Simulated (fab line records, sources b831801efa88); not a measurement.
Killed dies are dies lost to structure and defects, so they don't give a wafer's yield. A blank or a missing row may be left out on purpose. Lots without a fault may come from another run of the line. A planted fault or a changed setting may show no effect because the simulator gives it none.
A struck lot beside a sound one | flow sfq_line | 43 steps out of a route of 325
Sound: wafers L993.1, L993.4, L993.6. Struck: wafers L984.1, L984.3, L984.5. The cause comes at the end.
At each step with rows: each side's tool, then ch and its chambers, then its first start. Under that, the readings that differ: sound wafers | struck wafers | difference of the means | sigmas: that difference in standard deviations of wafers without a fault.
alike: readings whose means differ by less than 2 such deviations, and words and numbers that are the same on both sides. not compared: withheld readings, readings that some wafer has no value for, bounds like >300 that may hide the same value, and numbers for which the record gives no deviation and whose values overlap.
The two part at a step that has a row with sigmas, a row that says differs or no value, or rows on one side only. Numbers that don't overlap but have no deviation are shown without sigmas and don't part them. A reading that every wafer of one side lacks parts them only if that side has two wafers or more.

first, 3 steps without rows for these wafers: SFQ_TRILAYER_M5_STRIP_SOLV_CLEAN_128 (cleans in NMP, time 600 s); SFQ_TRILAYER_A5B_DEP_PECVD_129 (deposits SiO2 from SiH4/N2O, time 133.33 s, target thk 600 nm); SFQ_TRILAYER_A5B_CMP_CMP_130 (polishes, stops on Nb, target thk 340.7 nm).
SFQ_TRILAYER_A5B_METRO_MEASURE_131:
  sound on film_metro-03, day 61 17:09; struck on film_metro-02, day 58 20:16
  alike: thk_nm
SFQ_TRILAYER_R5_DEP_SPUTTER_132: material Ti, target thk 5 nm, time 5 s.
  sound on pvd_sputter-06, day 61 18:21; struck on pvd_sputter-05, day 58 21:28
  alike: cathode_dc_power_W, throttle_valve_pct
SFQ_TRILAYER_R5_DEP_SPUTTER_133: material MoNx, target thk 40 nm, time 66.7 s.
  sound on pvd_sputter-06, day 61 18:22; struck on pvd_sputter-05, day 58 21:29
  alike: cathode_dc_power_W, throttle_valve_pct
then, 1 step without rows for these wafers: SFQ_TRILAYER_R5_DEP_SPUTTER_134 (material Ti, target thk 5 nm, time 5 s).
SFQ_R5_RS_MEAS_933: measures by four-point-probe.
  sound on film_metro-04, day 61 18:27; struck on film_metro-01, day 58 21:33
  alike: R5_MONX_RS
SFQ_R5_THK_MEAS_934: measures by xrf.
  sound on film_metro-04, day 61 18:34; struck on film_metro-01, day 58 21:40
  alike: R5_MONX_THK
then, 3 steps without rows for these wafers: SFQ_TRILAYER_R5_LITHO_COAT_141 (resist thk 62 nm); SFQ_TRILAYER_R5_LITHO_COAT_136 (resist thk 600 nm); SFQ_TRILAYER_R5_LITHO_SOFTBAKE_140.
-- the record jumps here: 5 days lie between the struck wafers' starts before and after --
SFQ_TRILAYER_R5_LITHO_EXPOSE_137: exposes mask R5, target cd 500 nm.
  sound on krf_scanner-02 ch 0, day 66 18:41; struck on krf_scanner-01 ch 0, day 63 11:52
  reading              | sound                | struck               | difference | sigmas
  exposure_dose_mJ_cm2 | 14.401 14.390 14.394 | 13.503 13.516 13.540 | -0.875     | -67
  alike: mask, stage_vel_mm_s
then, 2 steps without rows for these wafers: SFQ_TRILAYER_R5_LITHO_PEB_139 (peb time 60 s); SFQ_TRILAYER_R5_LITHO_DEVELOP_138 (time 60 s).
SFQ_R5_OVL_MEAS_935:
  sound on overlay-01, day 66 20:11; struck on overlay-02, day 63 13:22
  alike: R5_OVL
SFQ_TRILAYER_R5_BARC_OPEN_METAL_ETCH_177: etches BARC in O2, target depth 125 nm, time 41.7 s.
  sound on rie_metal-03 ch 0,1, day 66 20:13; struck on rie_metal-03 ch 0,1, day 63 13:25
  reading             | sound           | struck        | difference | sigmas
  model.R5.cd_nm (nm) | 492.4 492.4 494 | 502 500 500.9 | +8         |
  alike: drypump_motor_current_A, he_backside_leak_sccm, oes_product_au
  not compared: rf_hours_counter_h
SFQ_TRILAYER_R5_ETCH_METAL_ETCH_139: etches the open film in Cl2, stops on SiO2, target depth 60 nm, time 40 s.
  sound on rie_metal-03 ch 0,1, day 66 20:17; struck on rie_metal-03 ch 0,1, day 63 13:28
  reading             | sound             | struck            | difference | sigmas
  model.R5.cd_nm (nm) | 491.9 492.2 493.5 | 501.9 499.5 500.3 | +8.0       |
  alike: drypump_motor_current_A, he_backside_leak_sccm, oes_product_au
  not compared: rf_hours_counter_h
SFQ_TRILAYER_R5_STRIP_STRIP_140: strips in O2.
  sound on rie_metal-03 ch 0,1, day 66 20:20; struck on rie_metal-03 ch 0,1, day 63 13:32
  alike: drypump_motor_current_A, he_backside_leak_sccm, oes_product_au, platen_temp_c
  not compared: rf_hours_counter_h
then, 1 step without rows for these wafers: SFQ_TRILAYER_R5_STRIP_SOLV_CLEAN_141 (cleans in NMP, time 600 s).
SFQ_TRILAYER_A5C_DEP_PECVD_142: deposits SiO2 from SiH4/N2O, time 15.556 s, target thk 70 nm.
  sound on pecvd-03 ch 0,1, day 66 21:07; struck on pecvd-04 ch 0,1,2, day 63 14:18
  alike: heater_power_w, showerhead_vpp_V, throttle_valve_pct
  not compared: since_wet_clean_h
then, 6 steps without rows for these wafers: SFQ_TRILAYER_I5_LITHO_COAT_149 (resist thk 62 nm); SFQ_TRILAYER_I5_LITHO_COAT_144 (resist thk 650 nm); SFQ_TRILAYER_I5_LITHO_SOFTBAKE_148; SFQ_TRILAYER_I5_LITHO_EXPOSE_145 (exposes mask I5, target cd 700 nm); SFQ_TRILAYER_I5_LITHO_PEB_147 (peb time 60 s); SFQ_TRILAYER_I5_LITHO_DEVELOP_146 (time 60 s).
SFQ_I5_OVL_MEAS_936:
  sound on overlay-02, day 66 23:31; struck on overlay-01, day 63 16:35
  alike: I5_OVL
then, 10 steps without rows for these wafers: SFQ_TRILAYER_I5_BARC_OPEN_VIA_ETCH_200 (etches BARC in O2, target depth 125 nm, time 41.7 s); SFQ_TRILAYER_I5_ETCH_VIA_ETCH_147 (etches the open film in CHF3, stops on Nb, target depth 360 nm); SFQ_TRILAYER_I5_STRIP_STRIP_148 (strips in O2); SFQ_TRILAYER_I5_STRIP_SOLV_CLEAN_149 (cleans in NMP, time 600 s); SFQ_TRILAYER_C5_LITHO_COAT_156 (resist thk 62 nm); SFQ_TRILAYER_C5_LITHO_COAT_151 (resist thk 650 nm); SFQ_TRILAYER_C5_LITHO_SOFTBAKE_155; SFQ_TRILAYER_C5_LITHO_EXPOSE_152 (exposes mask C5, target cd 500 nm); SFQ_TRILAYER_C5_LITHO_PEB_154 (peb time 60 s); SFQ_TRILAYER_C5_LITHO_DEVELOP_153 (time 60 s).
-- the record jumps here: 5 days lie between the struck wafers' starts before and after --
SFQ_C5_OVL_MEAS_937:
  sound on overlay-02, day 71 18:46; struck on overlay-01, day 68 09:31
  alike: C5_OVL
then, 3 steps without rows for these wafers: SFQ_TRILAYER_C5_BARC_OPEN_VIA_ETCH_210 (etches BARC in O2, target depth 125 nm, time 41.7 s); SFQ_TRILAYER_C5_ETCH_VIA_ETCH_154 (etches SiO2 in CHF3, stops on Nb, target depth 84 nm); SFQ_TRILAYER_C5_STRIP_STRIP_155 (strips in O2).
-- the record jumps here: 14 days lie between the struck wafers' starts before and after --
SFQ_M8_BOW_MEAS_951:
  sound on film_metro-04, day 85 05:22; struck on film_metro-02, day 82 03:14
  reading               | sound             | struck           | difference | sigmas
  model.etest.r5.ohm_um | 14.51 14.73 14.55 | 14.14 14.4 14.18 | -0.36      |
  alike: M8_BOW

WHERE THEY PART
Only at SFQ_TRILAYER_R5_LITHO_EXPOSE_137, within this record. Later steps at which nothing parts them and some readings are alike: SFQ_R5_OVL_MEAS_935, SFQ_TRILAYER_R5_BARC_OPEN_METAL_ETCH_177, SFQ_TRILAYER_R5_ETCH_METAL_ETCH_139, SFQ_TRILAYER_R5_STRIP_STRIP_140, SFQ_TRILAYER_A5C_DEP_PECVD_142, SFQ_I5_OVL_MEAS_936, SFQ_C5_OVL_MEAS_937, SFQ_M8_BOW_MEAS_951.

WHY: what the simulator had put in
Process parameter drift: krf_scanner-01, from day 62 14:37 on, at SFQ_TRILAYER_R5_LITHO_EXPOSE_137. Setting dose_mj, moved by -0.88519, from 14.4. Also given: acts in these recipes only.
